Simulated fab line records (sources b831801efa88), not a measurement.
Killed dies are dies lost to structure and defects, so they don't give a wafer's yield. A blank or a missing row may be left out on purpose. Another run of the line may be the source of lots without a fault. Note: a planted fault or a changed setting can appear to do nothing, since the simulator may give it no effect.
Matching of chambers -- flow sfq-line -- SFQ_TRILAYER_I1_CMP_CMP_046 on cmp-01 has 4 sister chambers
The step polishes SiO2. 8 wafers are shown with their chamber, then 7 later ones without.

## WAFERS WITH THEIR CHAMBER
wafer,chamber,motor-current-A (A),time-to-endpoint-s (s)
L858.2,1,9.4,209
L860.3,1,9.3,211
L860.4,3,9.9,222
L862.1,3,11.0,220
L862.2,2,10.9,220
L862.5,0,10.2,217
L873.4,0,9.7,229
L873.3,2,11.5,213

## WAFERS WITHOUT THEIR CHAMBER
wafer,motor-current-A (A),time-to-endpoint-s (s)
L873.5,10.5,229
L874.3,10.5,204
L874.5,9.2,217
L874.6,10.4,218
L875.2,10.6,215
L875.3,10.6,209
L875.6,10.2,225

## EACH ONE'S CHAMBER
wafer,from the rows above,in truth
L873.5,can't be placed: 3 or 0 or 2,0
L874.3,can't be placed: 1 or 2 or 3 or 0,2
L874.5,can't be placed: 1 or 0 or 3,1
L874.6,can't be placed: 3 or 0 or 2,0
L875.2,can't be placed: 3 or 2 or 0 or 1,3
L875.3,can't be placed: 2 or 3 or 1 or 0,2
L875.6,can't be placed: 0 or 3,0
0 of 7 placed correctly. Unplaceable from these rows: 7, with the true chamber sitting among the candidates in 7. Placed wrongly: 0.
How it was worked out, from the rows above alone: a wafer's distance from a chamber is the root of the sum, over the readings, of the square of ((its reading less the chamber's mean) divided by the reading's scatter). If the next closest chamber is less than 2 further off than the closest, the wafer can't be placed; otherwise it belongs to the closest. Each chamber's mean is taken over the wafers shown for it. How the scatter is found: for the shown wafers, subtract from each reading the mean of its chamber, square and add these, divide the total by (wafers less chambers), then take the root.
